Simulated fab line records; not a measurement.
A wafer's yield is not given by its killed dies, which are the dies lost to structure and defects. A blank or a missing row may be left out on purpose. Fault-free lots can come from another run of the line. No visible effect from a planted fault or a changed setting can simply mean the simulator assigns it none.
Shared-tool check ; flow gf180mcu ; Lots sampled 9, wafers sampled 27

== THE REASON FOR OPENING IT ==
4 of 9 lots carry a flag on the reading LVPWELL_TW at GF_LVPWELL_TW_MEAS_11. Wafers without a fault read 559, standard deviation 3.1.
Rule: a lot gets a flag if all its wafers with a number sit over 4 standard deviations from that mean, or if no wafer of it has a number. The rest of the lots are taken to be sound.

lot;measured;on;LVPWELL_TW, wafer by wafer;flag
L259;day 3 21:07;film metro-04;552 554 555;
L260;day 4 00:40;film metro-02;554 553 549;
L261;day 4 11:40;film metro-02;560 558 554;
L262;day 4 21:25;film metro-02;556 556 556;
L263;day 5 03:19;film metro-01;560 561 562;
L264;day 5 11:50;film metro-01;1043 1041 1045;FLAGGED
L266;day 5 16:14;film metro-04;1032 1037 1034;FLAGGED
L265;day 5 16:34;film metro-01;1044 1045 1048;FLAGGED
L267;day 5 22:22;film metro-02;1047 1040 1046;FLAGGED
On average the flagged lots read 1042, which is +483 against the usual, or +99 or more standard deviations.

== EACH LOT AND THE TOOL IT RAN ON ==
The record holds 1 process step before the reading, out of a route of 602 steps. Cell contents, in order: the tool; ch with the chambers the sampled wafers went through; the start.
lot;flag;GF_LVPWELL_IMPLANT_08
L259;;implanter-03 ch 0, day 3 20:43
L260;;implanter-03 ch 0, day 4 00:16
L261;;implanter-04 ch 0, day 4 11:17
L262;;implanter-03 ch 0, day 4 21:02
L263;;implanter-03 ch 0, day 5 02:55
L264;FLAGGED;implanter-03 ch 0, day 5 11:26
L266;FLAGGED;implanter-04 ch 0, day 5 15:52
L265;FLAGGED;implanter-03 ch 0, day 5 16:10
L267;FLAGGED;implanter-03 ch 0, day 5 21:58
What is done by these steps:
- GF_LVPWELL_IMPLANT_08
- GF_LVPWELL_TW_MEAS_11

== FLAGGED OVER TOTAL, TOOL BY TOOL (the gauges that took the reading come last) ==
step;tool;lots run;flagged;share of the flagged lots;sound lots run after its first flagged lot
GF_LVPWELL_IMPLANT_08;implanter-03;7;3;some;0
GF_LVPWELL_IMPLANT_08;implanter-04;2;1;some;0
GF_LVPWELL_TW_MEAS_11;film metro-01;3;2;some;0
GF_LVPWELL_TW_MEAS_11;film metro-02;4;1;some;0
GF_LVPWELL_TW_MEAS_11;film metro-04;2;1;some;0

== WHAT THE TABLE ALLOWS ==
No row of the table ran every flagged lot.

== WHAT THE SIMULATOR PUT IN ==
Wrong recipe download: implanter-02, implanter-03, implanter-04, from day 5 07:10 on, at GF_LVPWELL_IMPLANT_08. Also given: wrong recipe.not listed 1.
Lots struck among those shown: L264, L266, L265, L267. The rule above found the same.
